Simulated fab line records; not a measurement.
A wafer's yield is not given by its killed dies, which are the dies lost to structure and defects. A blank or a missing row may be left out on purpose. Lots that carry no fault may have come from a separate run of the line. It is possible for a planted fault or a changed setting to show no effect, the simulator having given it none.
fab line records | flow sky130
[record] lots = 13 wafers = 39 lastDay = 50
route steps=708 shown LDD_N@248 LDD_HVN@274 RES_XHIGH@340 CONTACT@430
lots untouched by any fault: they come from a run of this same line in which no faults occurred
startH: hours from the record's first day to the start of the lot's first wafer shown | waitH: hours elapsed since this lot's preceding step | " identical to the entry in the row above | L1.1+2: one row covering several wafers at once | - no value, or no start was given | * or withheld: withheld | < > ~ a bound
route shown NAME@n: a module of which the file shows steps, and the number in the route of the first | usual: average and standard deviation across the fault-free wafers | same: alike in all rows | chamber/n: place in a boat | sites: each site's reading | _std_site: how widely they spread, as a standard deviation | _edge_site: inner sites' mean taken away from outer sites' mean | radiusMm: how far each site lies from the wafer's centre | mask NAME#n: copy n | behind: the most recent tool/chamber to have shaped the wafer | hold: what put the lot on hold/how long, in hours/how the hold closed | device: names the non-switching transistor (n, p or np) | end of line: tests run on the same wafers once the route is complete | step lacking rows: just its recipe | killed: at the first sort, the dies lost to defects and structure; wafer yield is something else | map: dies across one wafer; x = killed, . = not, _ = none there
set.NAME: the setting as run; set.NAME@STEP: as run at that earlier step | model.NAME: the simulator's own value behind a step, which no gauge read
route steps across a sampled set of lots; one table per step, one row per wafer
services: from which hour (startH, from the record's first day; less than 0 if before it) a tool's chamber was out of use, for how many hours, and why
[[steps]]
[step SKY_LDD_N_IMPLANT_11]
[recipe] species = As energyKev = 20 doseCm2 = 7.5e+13 tiltDeg = withheld rotationDeg = 293
[usual] doseIonsCm2 = 7.499e+13/8.8e+10 faradayCurrentUA = 423/7.7
// columns lot.wafer tool chamber startH waitH doseIonsCm2 faradayCurrentUA
L290.2 implanter-01 0 403.13 0.1 7.494e+13 422
L290.4 " 0 " " 7.505e+13 434
L290.6 " 0 " " 7.494e+13 437
L294.1 implanter-03 0 445.49 0.1 6.837e+13 395
L294.3 " 0 " " 6.847e+13 377
L294.5 " 0 " " 6.855e+13 391
L295.2 implanter-03 0 453.23 0.1 6.848e+13 377
L295.3 " 0 " " 6.826e+13 382
L295.4 " 0 " " 6.828e+13 381
L297.1 implanter-04 0 478.39 0.1 7.5e+13 428
L297.4 " 0 " " 7.514e+13 414
L297.5 " 0 " " 7.507e+13 431
L301.2 implanter-01 0 507.13 0.1 7.484e+13 414
L301.3 " 0 " " 7.473e+13 426
L301.5 " 0 " " 7.512e+13 430
L302.2 implanter-04 0 518.86 0.1 7.508e+13 425
L302.4 " 0 " " 7.504e+13 412
L302.6 " 0 " " 7.512e+13 420
L303.2 implanter-01 0 531.78 0.1 7.499e+13 446
L303.4 " 0 " " 7.492e+13 415
L303.5 " 0 " " 7.496e+13 435
L304.2 implanter-03 0 540.18 0.1 7.507e+13 435
L304.3 " 0 " " 7.495e+13 417
L304.6 " 0 " " 7.495e+13 422
L308.1 implanter-03 0 577.48 0.1 7.488e+13 407
L308.3 " 0 " " 7.499e+13 433
L308.6 " 0 " " 7.496e+13 416
L309.3 implanter-01 0 584.43 0.1 7.495e+13 421
L309.4 " 0 " " 7.499e+13 427
L309.6 " 0 " " 7.493e+13 426
L310.2 implanter-04 0 589.90 0.1 7.511e+13 423
L310.3 " 0 " " 7.52e+13 425
L310.5 " 0 " " 7.512e+13 411
L312.2 implanter-03 0 628.48 0.1 7.514e+13 426
L312.4 " 0 " " 7.506e+13 412
L312.6 " 0 " " 7.504e+13 428
L311.3 implanter-01 0 629.11 0.1 7.496e+13 440
L311.5 " 0 " " 7.485e+13 427
L311.6 " 0 " " 7.504e+13 413
[step SKY_LDD_HVN_OVL_MEAS_07]
[usual] LDD_HVN_OVL = 0.2/1.4
// columns lot.wafer tool chamber startH waitH LDD_HVN_OVL[nm]
L290.2 overlay-01 - 464.69 0.1 3.4
L290.4 " - " " 2.9
L290.6 " - " " 1.3
L294.1 overlay-02 - 507.99 0.1 -1.4
L294.3 " - " " -2.5
L294.5 " - " " -1.7
L295.2 overlay-01 - 515.48 0.1 1.8
L295.3 " - " " 0.7
L295.4 " - " " 0.4
L297.1 overlay-01 - 540.87 0.1 0.3
L297.4 " - " " 1.0
L297.5 " - " " 1.3
L301.2 overlay-02 - 567.18 0.1 0.3
L301.3 " - " " 0.5
L301.5 " - " " -0.9
L302.2 overlay-01 - 578.08 0.1 -1.0
L302.4 " - " " -1.3
L302.6 " - " " -1.2
L303.2 overlay-02 - 590.66 0.1 -0.8
L303.4 " - " " 1.1
L303.5 " - " " -1.5
L304.2 overlay-01 - 598.41 0.1 2.1
L304.3 " - " " -0.2
L304.6 " - " " -0.2
L308.1 overlay-01 - 636.24 0.1 -2.7
L308.3 " - " " -1.0
L308.6 " - " " -1.1
L309.3 overlay-02 - 641.33 0.1 0.7
L309.4 " - " " 0.7
L309.6 " - " " 0.0
L310.2 overlay-02 - 647.68 0.1 -0.8
L310.3 " - " " -0.4
L310.5 " - " " 1.8
L312.2 overlay-02 - 685.76 0.1 -1.4
L312.4 " - " " -2.0
L312.6 " - " " 0.1
L311.3 overlay-02 - 687.05 0.1 0.1
L311.5 " - " " -1.0
L311.6 " - " " 3.9
[step SKY_RES_XHIGH_STRIP_08]
[recipe] chemistry = O2/N2 powerW = 1400 pressureMtorr = 1500 platenTempC = withheld o2FlowSccm = 3000 n2FlowSccm = 300 overashFraction = 0.5
[usual] drypumpMotorCurrentA = 5.8/0.37 oesProductAu = 0.711/0.0044 stripTimeToEndpointS = 14.27/0.042
// columns lot.wafer tool chamber startH waitH drypumpMotorCurrentA oesProductAu rfHoursCounterH stripTimeToEndpointS
L290.2 plasmaAsher-02 0 618.82 0.1 5.8 0.707 51 14.29
L290.4 " 1 " " 6.1 0.718 - 14.21
L290.6 " 0 " " 5.8 0.706 - 14.21
L294.1 plasmaAsher-02 1 657.07 0.1 6.1 0.712 55 14.30
L294.3 " 0 " " 5.8 0.712 - 14.29
L294.5 " 1 " " 6.1 0.710 - 14.30
L295.2 plasmaAsher-03 1 665.04 0.1 6.3 0.713 96 14.28
L295.3 " 0 " " 5.6 0.718 - 14.28
L295.4 " 1 " " 6.3 0.715 - 14.29
L297.1 plasmaAsher-02 1 687.74 0.1 6.1 0.711 58 14.26
L297.4 " 1 " " 6.1 0.715 - 14.26
L297.5 " 1 " " 6.1 0.709 - 14.27
L301.2 plasmaAsher-02 1 711.52 0.1 6.1 0.712 60 14.32
L301.3 " 1 " " 6.1 0.717 - 14.28
L301.5 " 0 " " 5.8 0.710 - 14.31
L302.2 plasmaAsher-02 0 723.34 0.1 5.8 0.714 62 14.26
L302.4 " 1 " " 6.0 0.709 - 14.27
L302.6 " 1 " " 6.1 0.711 - 14.19
L303.2 plasmaAsher-03 1 733.34 0.1 6.4 0.714 103 14.26
L303.4 " 0 " " 5.6 0.709 - 14.28
L303.5 " 1 " " 6.3 0.711 - 14.27
L304.2 plasmaAsher-02 1 742.09 0.1 6.1 0.716 64 14.24
L304.3 " 0 " " 5.8 0.711 - 14.24
L304.6 " 1 " " 6.1 0.712 - 14.16
L308.1 plasmaAsher-04 1 778.67 0.1 4.9 0.709 35 14.34
L308.3 " 0 " " 5.8 0.715 - 14.36
L308.6 " 0 " " 5.8 0.713 - 14.37
L309.3 plasmaAsher-03 0 780.38 0.1 5.5 0.711 - 14.32
L309.4 " 1 " " 6.3 0.717 - 14.32
L309.6 " 1 " " 6.4 0.719 - 14.32
L310.2 plasmaAsher-04 1 786.89 0.1 4.9 0.711 36 14.35
L310.3 " 0 " " 5.8 0.718 - 14.34
L310.5 " 0 " " 5.8 0.715 - 14.26
L312.2 plasmaAsher-02 1 824.44 0.1 6.1 0.712 72 14.31
L312.4 " 1 " " 6.0 0.712 - 14.26
L312.6 " 0 " " 5.8 0.701 - 14.32
L311.3 plasmaAsher-03 1 826.17 0.1 6.3 0.709 - 14.26
L311.5 " 1 " " 6.3 0.720 - 14.26
L311.6 " 0 " " 5.6 0.707 - 14.28
[step SKY_CONTACT_CVD_24]
[recipe] material = W targetThkNm = 340 timeS = 102.12 tempC = 400 pressureTorr = 40
[usual] heaterPowerW = 806/95
[same] timeS = 102.12
// columns lot.wafer tool chamber startH waitH heaterPowerW
L290.2 cvdW-02 1 736.08 0.0 734
L290.4 " 0 " " 716
L290.6 " 0 " " 697
L294.1 cvdW-01 0 773.05 0.0 859
L294.3 " 0 " " 870
L294.5 " 0 " " 902
L295.2 cvdW-01 0 780.42 0.0 869
L295.3 " 1 " " 953
L295.4 " 0 " " 887
L297.1 cvdW-01 0 801.81 0.0 860
L297.4 " 0 " " 833
L297.5 " 0 " " 852
L301.2 cvdW-02 0 822.57 0.0 702
L301.3 " 0 " " 734
L301.5 " 0 " " 717
L302.2 cvdW-02 0 837.00 0.0 719
L302.4 " 0 " " 717
L302.6 " 1 " " 762
L303.2 cvdW-02 0 845.22 0.0 705
L303.4 " 1 " " 739
L303.5 " 0 " " 709
L304.2 cvdW-02 0 852.66 0.0 722
L304.3 " 0 " " 688
L304.6 " 1 " " 743
L308.1 cvdW-02 1 888.67 0.0 756
L308.3 " 0 " " 737
L308.6 " 1 " " 742
L309.3 cvdW-02 0 890.26 0.1 743
L309.4 " 1 " " 758
L309.6 " 1 " " 735
L310.2 cvdW-02 1 896.85 0.0 741
L310.3 " 0 " " 706
L310.5 " 1 " " 731
L312.2 cvdW-01 0 932.19 0.0 788
L312.4 " 1 " " 914
L312.6 " 1 " " 929
L311.3 cvdW-01 0 934.12 0.1 809
L311.5 " 1 " " 914
L311.6 " 0 " " 784
[[services]]
// columns tool chamber startH hours kind
cvdW-01 - 382.18 2.8 pm
cvdW-02 - 390.00 14.0 pm
implanter-03 - 409.46 4.0 pm
cvdW-02 0 423.01 3.7 repair
cvdW-02 - 429.31 1.4 repair
implanter-01 - 444.01 6.0 pm
cvdW-02 - 464.25 2.8 pm
implanter-03 - 493.01 23.5 repair
cvdW-02 - 501.61 0.4 repair
cvdW-02 - 509.68 6.9 pm
cvdW-02 - 525.20 6.0 pm
implanter-03 - 542.19 2.0 repair
implanter-01 - 579.22 4.1 pm
implanter-01 - 616.98 1.4 repair
cvdW-01 - 628.83 28.1 pm
implanter-03 - 663.59 2.9 pm
implanter-01 - 681.94 4.6 pm
plasmaAsher-02 - 682.94 0.7 repair
plasmaAsher-02 - 689.13 0.6 repair
cvdW-02 - 695.42 2.0 repair
cvdW-02 0 748.54 2.7 repair
cvdW-02 - 829.85 1.0 repair
plasmaAsher-02 - 866.02 2.0 repair
cvdW-02 1 876.03 5.0 repair
[[key]]
[firstSign] step = SKY_LDD_N_IMPLANT_11 reading = doseIonsCm2 direction = down sigmas = 75 usual = * struck = *
[effect] step = SKY_LDD_N_IMPLANT_11 reading = faradayCurrentUA direction = down sigmas = 5.1 usual = 423 struck = 384
metAt SKY_LDD_N_IMPLANT_11
struckLots L294,L295
testerLeftOut L294,L295
notActingAt SKY_LDD_HVN_OVL_MEAS_07,SKY_RES_XHIGH_STRIP_08,SKY_CONTACT_CVD_24
[fault] kind = processParameterDrift tool = implanter-03 chamber = - onsetH = 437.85 steps = SKY_LDD_N_IMPLANT_11 channel = doseCm2 offset = * shape = step endH = 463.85 actsIn = * stated = *
// testerLeftOut: of these lots the tester's yield and bins aren't shown, on N5 and GAA mostly nor the transistor test; their killed dies are dies lost to structure and defects alone, not to doping, threshold or leakage, so they don't give the yield
